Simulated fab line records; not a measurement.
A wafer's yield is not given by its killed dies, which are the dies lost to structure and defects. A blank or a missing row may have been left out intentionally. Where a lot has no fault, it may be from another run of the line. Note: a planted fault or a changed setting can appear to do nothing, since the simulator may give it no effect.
fab line records -- flow gf180mcu
record lots=6, wafers=18, last-day=34
route steps=602 shown SAB@274 SALICIDE@278
lots that met no fault: taken from a fault-free run of the same line
start-h: the number of hours between the record's first day and the start of the first shown wafer of the lot -- wait-h: hours elapsed since this lot's preceding step -- " repeats the value in the row above -- L1.1+2: one row covering several wafers at once -- - no value, or no start given -- * or withheld: withheld -- < > ~ a bound
route shown NAME@n: a module of which the file shows steps, and the number in the route of the first -- usual: mean and standard deviation over wafers with no fault -- same: alike in all rows -- chamber/n: place in a boat -- sites: per-site readings -- _std_site: the standard deviation of these -- _edge_site: inner sites' mean taken away from outer sites' mean -- radius-mm: how far each site lies from the wafer's centre -- mask NAME#n: copy n -- behind: the tool/chamber that last shaped the wafer -- hold: what put the lot on hold/how long, in hours/how the hold closed -- device: the transistor (n, p or np) that didn't switch -- end of line: at the end of the route, the tests of the same wafers -- a step with no rows: only its recipe -- killed: the dies lost at the first sort to structure and to defects; this is not the yield of the wafer -- map: a wafer's dies, marking killed ones x, the rest . and places with no die _
set.NAME: the run value of the setting; set.NAME@STEP: its run value at that earlier step -- model.NAME: the simulator's own value behind a step, which no gauge read
a table for each step, a row for each wafer; lots at some steps of the route
services: when a tool's chamber went out of use (start-h, in hours from the record's first day, below 0 if earlier), for how many hours, and the reason
## steps
# step GF_SAB_OVL_MEAS_10
# usual SAB_OVL=-0.8/1.6
lot.wafer,tool,chamber,start-h,wait-h,SAB_OVL[nm]
L283.1,overlay-02,-,389.35,0.1,0.0
L283.3,overlay-02,-,389.35,0.1,1.4
L283.4,overlay-02,-,389.35,0.1,-0.8
L286.1,overlay-02,-,416.07,0.1,-0.4
L286.4,overlay-02,-,416.07,0.1,-0.7
L286.5,overlay-02,-,416.07,0.1,-2.7
L287.4,overlay-02,-,428.79,0.1,1.8
L287.5,overlay-02,-,428.79,0.1,0.5
L287.6,overlay-02,-,428.79,0.1,1.0
L295.1,overlay-01,-,500.77,0.1,-2.1
L295.3,overlay-01,-,500.77,0.1,-4.7
L295.5,overlay-01,-,500.77,0.1,-2.1
L298.2,overlay-02,-,519.62,0.1,-2.4
L298.4,overlay-02,-,519.62,0.1,-1.1
L298.5,overlay-02,-,519.62,0.1,-1.4
L299.1,overlay-02,-,524.67,0.1,-2.6
L299.2,overlay-02,-,524.67,0.1,-1.2
L299.5,overlay-02,-,524.67,0.1,-0.8
# step GF_SAB_ETCH_11
# recipe chemistry=C4F8/O2/Ar, mask-material=NOVOLAK, target=SiO2, target-depth-nm=55, source-w=1500, bias-w=1200, pressure-mtorr=40, c4f8-flow-sccm=withheld, O2_flow_sccm=6, Ar_flow_sccm=300, time-s=8.5
# usual oes-product-au=0.999/0.009
# same time-s=8.5
lot.wafer,tool,chamber,start-h,wait-h,oes-product-au,rf-hours-counter-h
L283.1,rie-diel-04,3,389.39,0.0,1.005,13
L283.3,rie-diel-04,0,389.39,0.0,1.005,89
L283.4,rie-diel-04,2,389.39,0.0,1.002,6
L286.1,rie-diel-01,1,416.11,0.0,0.998,87
L286.4,rie-diel-01,2,416.11,0.0,1.007,7
L286.5,rie-diel-01,2,416.11,0.0,1.000,-
L287.4,rie-diel-03,3,428.81,0.0,0.992,0
L287.5,rie-diel-03,0,428.81,0.0,1.002,-
L287.6,rie-diel-03,1,428.81,0.0,1.001,-
L295.1,rie-diel-04,2,500.81,0.0,1.000,10
L295.3,rie-diel-04,3,500.81,0.0,0.994,17
L295.5,rie-diel-04,0,500.81,0.0,0.983,-
L298.2,rie-diel-01,3,519.65,0.0,1.011,8
L298.4,rie-diel-01,2,519.65,0.0,1.004,10
L298.5,rie-diel-01,1,519.65,0.0,0.995,-
L299.1,rie-diel-01,3,524.71,0.0,1.008,8
L299.2,rie-diel-01,2,524.71,0.0,1.004,10
L299.5,rie-diel-01,0,524.71,0.0,0.981,-
# step GF_SAB_WET_ETCH_12
# recipe chemistry=dHF, target-depth-nm=22, dry=n2-spin, target=SiO2, temp-c=25, dilution=100:1, time-s=440
# step GF_SAB_STRIP_13
# recipe chemistry=O2/N2, power-w=1400, pressure-mtorr=1500, platen-temp-c=250, o2-flow-sccm=3000, n2-flow-sccm=300, overash-fraction=0.5
# usual drypump-motor-current-A=6.04/0.29, heater-power-w=357/29, oes-product-au=0.709/0.0041, strip-time-to-endpoint-s=12.61/0.031
lot.wafer,tool,chamber,start-h,wait-h,drypump-motor-current-A,heater-power-w,oes-product-au,rf-hours-counter-h,strip-time-to-endpoint-s
L283.1,plasma-asher-01,0,389.54,0.0,6.63,318,0.712,28,12.58
L283.3,plasma-asher-01,1,389.54,0.0,5.76,361,0.708,-,12.61
L283.4,plasma-asher-01,0,389.54,0.0,6.64,318,0.712,-,12.56
L286.1,plasma-asher-04,1,416.27,0.0,5.96,402,0.709,77,12.61
L286.4,plasma-asher-04,0,416.27,0.0,5.85,336,0.715,-,12.63
L286.5,plasma-asher-04,1,416.27,0.0,5.98,404,0.714,-,12.61
L287.4,plasma-asher-04,1,428.99,0.0,5.97,406,0.711,-,12.64
L287.5,plasma-asher-04,0,428.99,0.0,5.87,348,0.712,-,12.65
L287.6,plasma-asher-04,1,428.99,0.0,6.00,403,0.709,-,12.65
L295.1,plasma-asher-04,0,500.96,0.0,5.89,343,0.712,87,12.62
L295.3,plasma-asher-04,1,500.96,0.0,6.01,400,0.710,-,12.63
L295.5,plasma-asher-04,0,500.96,0.0,5.87,349,0.704,-,12.63
L298.2,plasma-asher-04,1,519.81,0.0,5.95,397,0.713,89,12.62
L298.4,plasma-asher-04,1,519.81,0.0,5.97,397,0.713,-,12.58
L298.5,plasma-asher-04,0,519.81,0.0,5.88,333,0.709,-,12.61
L299.1,plasma-asher-01,1,524.86,0.0,5.77,360,0.704,39,12.57
L299.2,plasma-asher-01,0,524.86,0.0,6.60,317,0.712,39,12.55
L299.5,plasma-asher-01,0,524.86,0.0,6.63,322,0.706,-,12.60
# step GF_SALICIDE_CLEAN_00
# recipe chemistry=SC1/SC2, mix=1:4:20, temp-c=70, time-s=150
# step GF_SALICIDE_WET_ETCH_01
# recipe chemistry=dHF, target-depth-nm=5, dry=ipa-marangoni, target=SiO2, temp-c=25, dilution=100:1, time-s=100
# step GF_SALICIDE_SPUTTER_02
# recipe material=Co, target-thk-nm=10, power-w=1000, time-s=20, chamber-pressure-pa=0.4
# usual throttle-valve-pct=30.1/1.1
# same time-s=20
lot.wafer,tool,chamber,start-h,wait-h,throttle-valve-pct
L283.1,pvd-sputter-04,-,389.73,0.0,30.9
L283.3,pvd-sputter-04,-,389.73,0.0,31.0
L283.4,pvd-sputter-04,-,389.73,0.0,30.8
L286.1,pvd-sputter-02,-,416.51,0.0,32.1
L286.4,pvd-sputter-02,-,416.51,0.0,29.5
L286.5,pvd-sputter-02,-,416.51,0.0,32.0
L287.4,pvd-sputter-04,-,429.15,0.0,30.7
L287.5,pvd-sputter-04,-,429.15,0.0,30.5
L287.6,pvd-sputter-04,-,429.15,0.0,30.4
L295.1,pvd-sputter-02,-,501.19,0.0,31.9
L295.3,pvd-sputter-02,-,501.19,0.0,27.8
L295.5,pvd-sputter-02,-,501.19,0.0,29.2
L298.2,pvd-sputter-03,-,520.05,0.0,29.2
L298.4,pvd-sputter-03,-,520.05,0.0,30.5
L298.5,pvd-sputter-03,-,520.05,0.0,28.6
L299.1,pvd-sputter-02,-,525.04,0.0,32.2
L299.2,pvd-sputter-02,-,525.04,0.0,29.3
L299.5,pvd-sputter-02,-,525.04,0.0,32.1
# step GF_SALICIDE_SPUTTER_03
# recipe material=TiN, target-thk-nm=20, power-w=6500, time-s=16.7, chamber-pressure-pa=0.4
# usual throttle-valve-pct=30.1/1.1
# same time-s=16.7
lot.wafer,tool,chamber,start-h,wait-h,throttle-valve-pct
L283.1,pvd-sputter-04,-,389.75,0.0,30.8
L283.3,pvd-sputter-04,-,389.75,0.0,30.9
L283.4,pvd-sputter-04,-,389.75,0.0,30.3
L286.1,pvd-sputter-02,-,416.54,0.0,31.8
L286.4,pvd-sputter-02,-,416.54,0.0,29.5
L286.5,pvd-sputter-02,-,416.54,0.0,31.9
L287.4,pvd-sputter-04,-,429.17,0.0,30.6
L287.5,pvd-sputter-04,-,429.17,0.0,30.7
L287.6,pvd-sputter-04,-,429.17,0.0,30.4
L295.1,pvd-sputter-02,-,501.22,0.0,32.0
L295.3,pvd-sputter-02,-,501.22,0.0,27.7
L295.5,pvd-sputter-02,-,501.22,0.0,29.3
L298.2,pvd-sputter-03,-,520.08,0.0,28.9
L298.4,pvd-sputter-03,-,520.08,0.0,30.3
L298.5,pvd-sputter-03,-,520.08,0.0,28.9
L299.1,pvd-sputter-02,-,525.07,0.0,31.9
L299.2,pvd-sputter-02,-,525.07,0.0,29.1
L299.5,pvd-sputter-02,-,525.07,0.0,32.0
# step GF_SALICIDE_RS_MEAS_04
# recipe thk-meas-gauge=four-point-probe, reads=TiN_of_SALICIDE_SPUTTER_03+Co_of_SALICIDE_SPUTTER_02
# usual SALICIDE_TIN_RS=16.32/0.3
lot.wafer,tool,chamber,start-h,wait-h,SALICIDE_TIN_RS[ohm/sq]
L283.1,film-metro-02,-,389.78,0.0,16.00
L283.3,film-metro-02,-,389.78,0.0,16.06
L283.4,film-metro-02,-,389.78,0.0,15.93
L286.1,film-metro-02,-,416.57,0.0,16.19
L286.4,film-metro-02,-,416.57,0.0,16.47
L286.5,film-metro-02,-,416.57,0.0,16.26
L287.4,film-metro-04,-,429.28,0.1,15.87
L287.5,film-metro-04,-,429.28,0.1,16.03
L287.6,film-metro-04,-,429.28,0.1,16.27
L295.1,film-metro-02,-,501.25,0.0,16.68
L295.3,film-metro-02,-,501.25,0.0,16.57
L295.5,film-metro-02,-,501.25,0.0,16.76
L298.2,film-metro-03,-,520.13,0.0,16.83
L298.4,film-metro-03,-,520.13,0.0,16.57
L298.5,film-metro-03,-,520.13,0.0,16.72
L299.1,film-metro-02,-,525.10,0.0,16.89
L299.2,film-metro-02,-,525.10,0.0,16.63
L299.5,film-metro-02,-,525.10,0.0,16.80
# step GF_SALICIDE_THK_MEAS_05
# recipe thk-meas-gauge=xrf, reads=TiN_of_SALICIDE_SPUTTER_03
# usual SALICIDE_TIN_THK=20.07/0.23
lot.wafer,tool,chamber,start-h,wait-h,SALICIDE_TIN_THK[nm]
L283.1,film-metro-02,-,389.90,0.1,20.06
L283.3,film-metro-02,-,389.90,0.1,20.03
L283.4,film-metro-02,-,389.90,0.1,20.19
L286.1,film-metro-02,-,416.69,0.1,20.10
L286.4,film-metro-02,-,416.69,0.1,20.21
L286.5,film-metro-02,-,416.69,0.1,19.91
L287.4,film-metro-04,-,429.37,0.1,20.57
L287.5,film-metro-04,-,429.37,0.1,20.54
L287.6,film-metro-04,-,429.37,0.1,20.82
L295.1,film-metro-02,-,501.37,0.1,20.02
L295.3,film-metro-02,-,501.37,0.1,19.93
L295.5,film-metro-02,-,501.37,0.1,19.81
L298.2,film-metro-03,-,520.24,0.1,19.76
L298.4,film-metro-03,-,520.24,0.1,20.01
L298.5,film-metro-03,-,520.24,0.1,19.95
L299.1,film-metro-02,-,525.22,0.1,19.89
L299.2,film-metro-02,-,525.22,0.1,19.79
L299.5,film-metro-02,-,525.22,0.1,19.93
# step GF_SALICIDE_RTA_06
# recipe temp-c=530, time-s=30, ambient=N2
# usual anneal-temp-c-max=532.4/0.52, chamber-o2-ppm=2.003/0.022, lamp-power-pct=5.20/0.29, wafer_temp_C_max=532.1/0.43
# same time-s=30
lot.wafer,tool,chamber,start-h,wait-h,anneal-temp-c-max,chamber-o2-ppm,lamp-power-pct,wafer_temp_C_max
L283.1,rtp-anneal-01,0,389.96,0.1,533.2,1.999,4.90,531.7
L283.3,rtp-anneal-01,0,389.96,0.1,533.6,2.020,4.91,532.3
L283.4,rtp-anneal-01,0,389.96,0.1,533.1,1.998,4.91,533.2
L286.1,rtp-anneal-02,0,416.75,0.1,532.4,2.010,5.48,531.4
L286.4,rtp-anneal-02,0,416.75,0.1,532.8,1.997,5.49,532.2
L286.5,rtp-anneal-02,0,416.75,0.1,531.9,1.997,5.49,532.6
L287.4,rtp-anneal-02,0,429.45,0.1,531.5,2.010,5.48,531.3
L287.5,rtp-anneal-02,0,429.45,0.1,532.4,2.028,5.49,532.2
L287.6,rtp-anneal-02,0,429.45,0.1,531.8,2.023,5.49,532.0
L295.1,rtp-anneal-02,0,501.43,0.1,532.8,1.981,5.49,532.2
L295.3,rtp-anneal-02,0,501.43,0.1,532.1,2.001,5.49,532.1
L295.5,rtp-anneal-02,0,501.43,0.1,532.9,2.006,5.49,532.6
L298.2,rtp-anneal-02,0,520.31,0.1,532.1,2.021,5.49,531.8
L298.4,rtp-anneal-02,0,520.31,0.1,531.8,2.016,5.49,532.0
L298.5,rtp-anneal-02,0,520.31,0.1,532.3,2.039,5.48,531.7
L299.1,rtp-anneal-01,0,525.28,0.1,533.0,2.013,4.90,531.1
L299.2,rtp-anneal-01,0,525.28,0.1,532.7,1.988,4.91,531.0
L299.5,rtp-anneal-01,0,525.28,0.1,532.4,2.023,4.91,531.9
# step GF_SALICIDE_WET_ETCH_07
# recipe chemistry=SPM, target-depth-nm=120, dry=n2-spin
# step GF_SALICIDE_RTA_08
# recipe temp-c=800, time-s=30, ambient=N2
# usual anneal-temp-c-max=803.7/0.68, chamber-o2-ppm=1.996/0.021, lamp-power-pct=14.5/0.81, time-s=30/0, wafer_temp_C_max=803.3/0.7
lot.wafer,tool,chamber,start-h,wait-h,anneal-temp-c-max,chamber-o2-ppm,lamp-power-pct,time-s,wafer_temp_C_max
L283.1,rtp-anneal-02,0,390.15,0.0,803.3,2.005,15.2,30,804.2
L283.3,rtp-anneal-02,0,390.15,0.0,802.9,1.991,15.3,30,803.7
L283.4,rtp-anneal-02,0,390.15,0.0,802.9,2.010,15.2,30,803.8
L286.1,rtp-anneal-01,-,416.94,0.0,-,-,-,-,-
L286.4,rtp-anneal-01,-,416.94,0.0,-,-,-,-,-
L286.5,rtp-anneal-01,-,416.94,0.0,-,-,-,-,-
L287.4,rtp-anneal-01,-,429.64,0.1,-,-,-,-,-
L287.5,rtp-anneal-01,-,429.64,0.1,-,-,-,-,-
L287.6,rtp-anneal-01,-,429.64,0.1,-,-,-,-,-
L295.1,rtp-anneal-02,0,501.73,0.0,802.6,1.992,15.2,30,803.7
L295.3,rtp-anneal-02,0,501.73,0.0,804.5,2.023,15.2,30,803.5
L295.5,rtp-anneal-02,0,501.73,0.0,803.4,2.017,15.3,30,803.8
L298.2,rtp-anneal-01,0,520.50,0.0,802.8,1.977,13.6,30,803.8
L298.4,rtp-anneal-01,0,520.50,0.0,803.8,1.996,13.6,30,802.2
L298.5,rtp-anneal-01,0,520.50,0.0,803.9,1.998,13.6,30,803.1
L299.1,rtp-anneal-02,0,525.47,0.0,803.8,1.984,15.3,30,803.3
L299.2,rtp-anneal-02,0,525.47,0.0,803.8,2.006,15.3,30,803.3
L299.5,rtp-anneal-02,0,525.47,0.0,803.3,1.987,15.3,30,803.3
## services
tool,chamber,start-h,hours,kind
plasma-asher-01,-,377.79,4.2,repair
rie-diel-03,3,389.08,7.5,repair
plasma-asher-01,-,392.63,1.1,repair
rie-diel-03,3,400.66,-,clean
rie-diel-03,3,400.66,17.2,scheduled-down
rie-diel-03,3,400.66,17.2,vent-cycle
rie-diel-04,3,419.22,8.1,repair
rie-diel-04,1,427.34,-,clean
rie-diel-04,1,427.34,14.1,scheduled-down
rie-diel-04,1,427.34,14.1,vent-cycle
rie-diel-04,0,438.72,9.1,repair
rie-diel-01,1,445.18,10.3,repair
rie-diel-04,1,445.51,8.4,repair
pvd-sputter-02,-,448.27,5.3,repair
rie-diel-03,-,451.38,14.6,pm
rie-diel-01,-,466.15,4.3,pm
plasma-asher-01,-,472.99,31.4,repair
pvd-sputter-02,-,495.62,2.7,repair
pvd-sputter-04,-,497.01,1.5,repair
rie-diel-04,0,517.51,-,clean
rie-diel-04,0,517.51,11.1,scheduled-down
rie-diel-04,0,517.51,11.1,vent-cycle
## key
first-sign step=GF_SALICIDE_RTA_08, reading=tool-record, direction=missing
effect none on later readings
met-at GF_SALICIDE_RTA_08
struck-wafers L286.1,L286.4,L286.5,L287.4,L287.5,L287.6
later-rows-left-out L286.1,L286.4,L286.5,L287.4,L287.5,L287.6
sort-left-out L286.1,L286.4,L286.5,L287.4,L287.5,L287.6
tester-left-out L286,L287
fault kind=skipped-step-whole, tool=rtp-anneal-01, chamber=-, onset-h=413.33, steps=GF_SALICIDE_RTA_08, scope=struck-lots-only
# tester-left-out: of these lots the tester's yield and bins aren't shown, on N5 and GAA mostly nor the transistor test; their killed dies are dies lost to structure and defects alone, not to doping, threshold or leakage, so they don't give the yield
# sort-left-out: the simulated sort isn't trusted on such a fault, so these wafers' sort isn't shown, and their yield isn't known
# later-rows-left-out: the simulator's readings of these wafers behind a module that went badly wrong aren't trusted and aren't shown, but for the sort
